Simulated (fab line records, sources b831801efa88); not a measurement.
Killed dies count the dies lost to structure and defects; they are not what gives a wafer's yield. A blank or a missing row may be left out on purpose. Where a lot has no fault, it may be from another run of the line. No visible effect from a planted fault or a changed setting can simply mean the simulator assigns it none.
Matching of chambers ; flow gf180mcu ; GF_CONTACT_CVD_00 on hdpcvd-02: 3 sister chambers
The step deposits SiO2, target thk 300 nm, time 50 s. 3 wafers are shown with their chamber, then 7 later ones without.

== WAFERS, EACH WITH ITS CHAMBER ==
wafer;chamber;run-length-s (s)
L573.6;0;77.7
L574.1;1;78.6
L574.2;2;78.1

== WAFERS MISSING THEIR CHAMBER ==
wafer;run-length-s (s)
L574.6;78.7
L577.3;77.4
L577.5;78.2
L577.6;77.8
L582.1;78.0
L582.4;77.9
L582.6;77.9

== THE CHAMBER EACH PASSED THROUGH ==
wafer;from the rows above;in truth
L574.6;1;1
L577.3;0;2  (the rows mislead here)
L577.5;can't be placed: 2 or 1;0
L577.6;can't be placed: 0 or 2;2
L582.1;can't be placed: 2 or 0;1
L582.4;can't be placed: 2 or 0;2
L582.6;can't be placed: 2 or 0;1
Correctly placed: 1 of 7. Not placeable from these rows: 5 (in 2, the candidates include the true chamber). Placed wrongly: 1.
How it was worked out, from the rows above alone: a wafer's distance from a chamber is the root of the sum, over the readings, of the square of ((its reading less the chamber's mean) divided by the reading's scatter). If the next closest chamber is less than 2 further off than the closest, the wafer can't be placed; otherwise it belongs to the closest. For every chamber, the mean is computed from those of its wafers that are shown. The scatter: root of mean squared gap, hidden wafer to nearest shown wafer, with one shown wafer a chamber.
